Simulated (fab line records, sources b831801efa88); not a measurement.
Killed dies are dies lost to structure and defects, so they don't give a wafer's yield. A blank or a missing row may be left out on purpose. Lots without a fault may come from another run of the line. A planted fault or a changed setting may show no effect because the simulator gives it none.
Chamber matching | flow sky130 | SKY_CAP2M_CVD_00 on pecvd-01: 3 sister chambers
The step deposits SiO2, target thk 15.5 nm. 6 wafers are shown with their chamber, then 9 later ones without.

WAFERS WITH THEIR CHAMBER
wafer  | chamber | heater_power_w (W) | heater_power_outer_w (W)
L082.6 | 0       | 913                | 555
L084.4 | 2       | 697                | 384
L084.6 | 1       | 840                | 491
L089.2 | 2       | 759                | 442
L089.3 | 1       | 871                | 514
L089.5 | 0       | 762                | 424

WAFERS WITHOUT THEIR CHAMBER
wafer  | heater_power_w (W) | heater_power_outer_w (W)
L093.2 | 904                | 570
L093.3 | 663                | 378
L093.5 | 937                | 570
L095.1 | 837                | 489
L095.4 | 874                | 526
L095.6 | 818                | 479
L097.1 | 923                | 557
L097.2 | 667                | 382
L097.4 | 659                | 388

WHICH CHAMBER EACH WENT THROUGH
wafer  | from the rows above          | in truth
L093.2 | can't be placed: 1 or 0      | 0
L093.3 | 2                            | 2
L093.5 | can't be placed: 1 or 0      | 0
L095.1 | can't be placed: 0 or 1      | 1
L095.4 | can't be placed: 1 or 0      | 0
L095.6 | can't be placed: 0 or 1 or 2 | 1
L097.1 | can't be placed: 1 or 0      | 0
L097.2 | 2                            | 2
L097.4 | 2                            | 2
Placed correctly: 3 of 9. Can't be placed from these rows: 6 (the true chamber is among the candidates in 6). Placed wrongly: 0.
How it was worked out, from the rows above alone: a wafer's distance from a chamber is the root of the sum, over the readings, of the square of ((its reading less the chamber's mean) divided by the reading's scatter). The wafer belongs to the nearest chamber; if the next one is less than 2 further off, it can't be placed. A chamber's mean is the mean of its shown wafers. The scatter: the root of (the sum of the squares of (reading less its chamber's mean) over the shown wafers, divided by (wafers less chambers)).
